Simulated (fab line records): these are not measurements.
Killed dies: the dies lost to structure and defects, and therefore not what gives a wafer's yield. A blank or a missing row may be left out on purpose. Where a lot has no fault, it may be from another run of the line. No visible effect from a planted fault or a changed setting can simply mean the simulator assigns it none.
The tool behind it: which one? || flow gf180mcu || 42 wafers from 14 lots sampled at 4 of the route's 602 steps

WHAT THE GAUGES SHOWED, per wafer
GF_HV_LDD_TW_MEAS_11.
{"lot": "L343", "measured": "day 10 01:22", "on": "film metro-04", "HV_LDD_TW": "2395 2393 2396"}
{"lot": "L344", "measured": "day 10 04:51", "on": "film metro-04", "HV_LDD_TW": "2391 2374 2386"}
{"lot": "L345", "measured": "day 10 12:40", "on": "film metro-01", "HV_LDD_TW": "2383 2370 2383"}
{"lot": "L346", "measured": "day 11 00:50", "on": "film metro-04", "HV_LDD_TW": "2387 2379 2382"}
{"lot": "L347", "measured": "day 11 06:02", "on": "film metro-04", "HV_LDD_TW": "2379 2374 2389"}
{"lot": "L348", "measured": "day 11 12:58", "on": "film metro-02", "HV_LDD_TW": "2396 2403 2398"}
{"lot": "L352", "measured": "day 12 18:54", "on": "film metro-04", "HV_LDD_TW": "2404 2393 2405"}
{"lot": "L359", "measured": "day 15 00:06", "on": "film metro-01", "HV_LDD_TW": "2373 2379 2385"}
{"lot": "L360", "measured": "day 15 05:44", "on": "film metro-02", "HV_LDD_TW": "2402 2389 2397"}
{"lot": "L361", "measured": "day 15 08:04", "on": "film metro-02", "HV_LDD_TW": "2404 2402 2386"}
{"lot": "L362", "measured": "day 15 18:36", "on": "film metro-01", "HV_LDD_TW": "2379 2390 2384"}
{"lot": "L363", "measured": "day 16 10:21", "on": "film metro-02", "HV_LDD_TW": "2390 2398 2400"}
{"lot": "L364", "measured": "day 16 11:40", "on": "film metro-04", "HV_LDD_TW": "2391 2386 2394"}
{"lot": "L365", "measured": "day 16 18:25", "on": "film metro-02", "HV_LDD_TW": "2400 2409 2412"}

GF_HV_LDD_CD_MEAS_31 targets a cd of 400 nm.
{"lot": "L343", "measured": "day 11 13:24", "on": "cd sem-01", "cd nm (nm)": "394.3 393.2 394.8"}
{"lot": "L344", "measured": "day 11 17:38", "on": "cd sem-01", "cd nm (nm)": "395.0 396.4 396.5"}
{"lot": "L345", "measured": "day 12 01:52", "on": "cd sem-01", "cd nm (nm)": "399.9 399.4 399.7"}
{"lot": "L346", "measured": "day 12 15:14", "on": "cd sem-02", "cd nm (nm)": "393.3 393.2 393.5"}
{"lot": "L347", "measured": "day 12 20:05", "on": "cd sem-02", "cd nm (nm)": "396.8 398.2 396.8"}
{"lot": "L348", "measured": "day 13 03:01", "on": "cd sem-02", "cd nm (nm)": "396.0 395.6 398.1"}
{"lot": "L352", "measured": "day 14 12:11", "on": "cd sem-01", "cd nm (nm)": "397.6 396.3 398.6"}
{"lot": "L359", "measured": "day 16 20:33", "on": "cd sem-01", "cd nm (nm)": "400.0 399.7 399.9"}
{"lot": "L360", "measured": "day 17 01:47", "on": "cd sem-02", "cd nm (nm)": "399.6 396.9 398.8"}
{"lot": "L361", "measured": "day 17 04:56", "on": "cd sem-01", "cd nm (nm)": "398.5 398.3 399.8"}
{"lot": "L362", "measured": "day 17 15:17", "on": "cd sem-02", "cd nm (nm)": "394.6 393.5 391.2"}
{"lot": "L363", "measured": "day 18 08:19", "on": "cd sem-01", "cd nm (nm)": "393.7 392.7 394.3"}
{"lot": "L364", "measured": "day 18 09:36", "on": "cd sem-01", "cd nm (nm)": "396.4 395.7 395.9"}
{"lot": "L365", "measured": "day 18 16:58", "on": "cd sem-01", "cd nm (nm)": "391.0 390.8 393.2"}

GF_HV_LDD_OVL_MEAS_32.
{"lot": "L343", "measured": "day 11 13:31", "on": "overlay-02", "HV_LDD_02_OVL (nm)": "-0.6 -0.3 -0.1"}
{"lot": "L344", "measured": "day 11 17:44", "on": "overlay-01", "HV_LDD_02_OVL (nm)": "3.1 3.3 2.7"}
{"lot": "L345", "measured": "day 12 01:58", "on": "overlay-02", "HV_LDD_02_OVL (nm)": "4.1 2.0 2.1"}
{"lot": "L346", "measured": "day 12 15:21", "on": "overlay-02", "HV_LDD_02_OVL (nm)": "-0.7 -1.3 -3.3"}
{"lot": "L347", "measured": "day 12 20:12", "on": "overlay-01", "HV_LDD_02_OVL (nm)": "0.9 1.5 2.4"}
{"lot": "L348", "measured": "day 13 03:07", "on": "overlay-02", "HV_LDD_02_OVL (nm)": "-1.1 -0.6 -1.4"}
{"lot": "L352", "measured": "day 14 12:18", "on": "overlay-01", "HV_LDD_02_OVL (nm)": "-1.3 -0.3 -1.2"}
{"lot": "L359", "measured": "day 16 20:40", "on": "overlay-01", "HV_LDD_02_OVL (nm)": "0.9 -0.1 1.2"}
{"lot": "L360", "measured": "day 17 01:54", "on": "overlay-01", "HV_LDD_02_OVL (nm)": "1.4 -0.9 1.3"}
{"lot": "L361", "measured": "day 17 05:02", "on": "overlay-02", "HV_LDD_02_OVL (nm)": "-0.4 1.3 1.2"}
{"lot": "L362", "measured": "day 17 15:24", "on": "overlay-02", "HV_LDD_02_OVL (nm)": "1.9 0.8 2.3"}
{"lot": "L363", "measured": "day 18 08:25", "on": "overlay-01", "HV_LDD_02_OVL (nm)": "2.4 1.9 1.1"}
{"lot": "L364", "measured": "day 18 09:43", "on": "overlay-01", "HV_LDD_02_OVL (nm)": "-1.5 -1.4 -0.8"}
{"lot": "L365", "measured": "day 18 17:04", "on": "overlay-01", "HV_LDD_02_OVL (nm)": "0.7 2.3 0.3"}

EACH LOT AND THE TOOL THAT RAN IT (in order: tool; ch and the chambers of the sampled wafers; start)
{"lot": "L343", "GF_HV_LDD_IMPLANT_21": "implanter-04 ch 0, day 10 19:17"}
{"lot": "L344", "GF_HV_LDD_IMPLANT_21": "implanter-01 ch 0, day 10 22:51"}
{"lot": "L345", "GF_HV_LDD_IMPLANT_21": "implanter-04 ch 0, day 11 07:16"}
{"lot": "L346", "GF_HV_LDD_IMPLANT_21": "implanter-03 ch 0, day 11 19:38"}
{"lot": "L347", "GF_HV_LDD_IMPLANT_21": "implanter-04 ch 0, day 12 00:39"}
{"lot": "L348", "GF_HV_LDD_IMPLANT_21": "implanter-04 ch 0, day 12 07:07"}
{"lot": "L352", "GF_HV_LDD_IMPLANT_21": "implanter-04 ch 0, day 13 15:09"}
{"lot": "L359", "GF_HV_LDD_IMPLANT_21": "implanter-03 ch 0, day 15 21:36"}
{"lot": "L360", "GF_HV_LDD_IMPLANT_21": "implanter-01 ch 0, day 16 03:15"}
{"lot": "L361", "GF_HV_LDD_IMPLANT_21": "implanter-03 ch 0, day 16 06:24"}
{"lot": "L362", "GF_HV_LDD_IMPLANT_21": "implanter-03 ch 0, day 16 16:42"}
{"lot": "L363", "GF_HV_LDD_IMPLANT_21": "implanter-03 ch 0, day 17 09:28"}
{"lot": "L364", "GF_HV_LDD_IMPLANT_21": "implanter-03 ch 0, day 17 10:23"}
{"lot": "L365", "GF_HV_LDD_IMPLANT_21": "implanter-04 ch 0, day 17 17:46"}
- GF_HV_LDD_IMPLANT_21

AS READ BY THE TOOLS THEMSELVES (means over the sampled wafers that have a number; for cases with no such wafer, the mark the record gives instead)
GF_HV_LDD_IMPLANT_21.
{"lot": "L343", "tool": "implanter-04", "beam energy keV": 25.004, "beam on s (s)": 9.99, "end station pressure torr (Torr)": 5.3e-06}
{"lot": "L344", "tool": "implanter-01", "beam energy keV": 25.006, "beam on s (s)": 9.96, "end station pressure torr (Torr)": 5.5e-06}
{"lot": "L345", "tool": "implanter-04", "beam energy keV": 25.002, "beam on s (s)": 10.01, "end station pressure torr (Torr)": 5.5e-06}
{"lot": "L346", "tool": "implanter-03", "beam energy keV": 24.997, "beam on s (s)": 10.16, "end station pressure torr (Torr)": 5.1e-06}
{"lot": "L347", "tool": "implanter-04", "beam energy keV": 24.999, "beam on s (s)": 10.28, "end station pressure torr (Torr)": 4.9e-06}
{"lot": "L348", "tool": "implanter-04", "beam energy keV": 25.679, "beam on s (s)": 9.99, "end station pressure torr (Torr)": 5.1e-06}
{"lot": "L352", "tool": "implanter-04", "beam energy keV": 25.691, "beam on s (s)": 10.20, "end station pressure torr (Torr)": 5.3e-06}
{"lot": "L359", "tool": "implanter-03", "beam energy keV": 25.002, "beam on s (s)": 9.96, "end station pressure torr (Torr)": 5.4e-06}
{"lot": "L360", "tool": "implanter-01", "beam energy keV": 25.003, "beam on s (s)": 9.96, "end station pressure torr (Torr)": 5.4e-06}
{"lot": "L361", "tool": "implanter-03", "beam energy keV": 25.005, "beam on s (s)": 10.02, "end station pressure torr (Torr)": 5.2e-06}
{"lot": "L362", "tool": "implanter-03", "beam energy keV": 25.014, "beam on s (s)": 10.05, "end station pressure torr (Torr)": 5.4e-06}
{"lot": "L363", "tool": "implanter-03", "beam energy keV": 24.998, "beam on s (s)": 9.89, "end station pressure torr (Torr)": 5.2e-06}
{"lot": "L364", "tool": "implanter-03", "beam energy keV": 24.999, "beam on s (s)": 9.93, "end station pressure torr (Torr)": 5.4e-06}
{"lot": "L365", "tool": "implanter-04", "beam energy keV": 25.003, "beam on s (s)": 9.77, "end station pressure torr (Torr)": 5.3e-06}

THE ANSWER, worked out from the rows above alone
Rule: the usual values come from the lots themselves. The widest of any qualifying gaps counts: lots, ordered by their means at a reading, are off when they make up no more than a third of the lots, leave a main group of 4 or more, and stand apart from it by 3 or more times the standard deviation of that group's means. A main group whose means are all the same, to the digits that the tables above print for the reading, isn't used. Also off: a lot with no number at a reading for which 4 or more lots have one. Where the step has rows for the other lots, those lots are counted as sound. After the gauges, taken in route order, come the tools' own readings; for these a lot's mean is taken, as printed above. The first step at which some lot is off is used, and at that step the reading that is off furthest; a lot without a number counts as furthest.
Off: L348, L352 (GF_HV_LDD_IMPLANT_21, beam energy keV). Mean 25.003 and standard deviation 0.0044 in the main group.
A tool fits if, at that step or a process step before it, it ran every lot that is off, and no sound lot after the first of them. Of those tried, none fits.

WHAT THE SIMULATOR HAD INSERTED
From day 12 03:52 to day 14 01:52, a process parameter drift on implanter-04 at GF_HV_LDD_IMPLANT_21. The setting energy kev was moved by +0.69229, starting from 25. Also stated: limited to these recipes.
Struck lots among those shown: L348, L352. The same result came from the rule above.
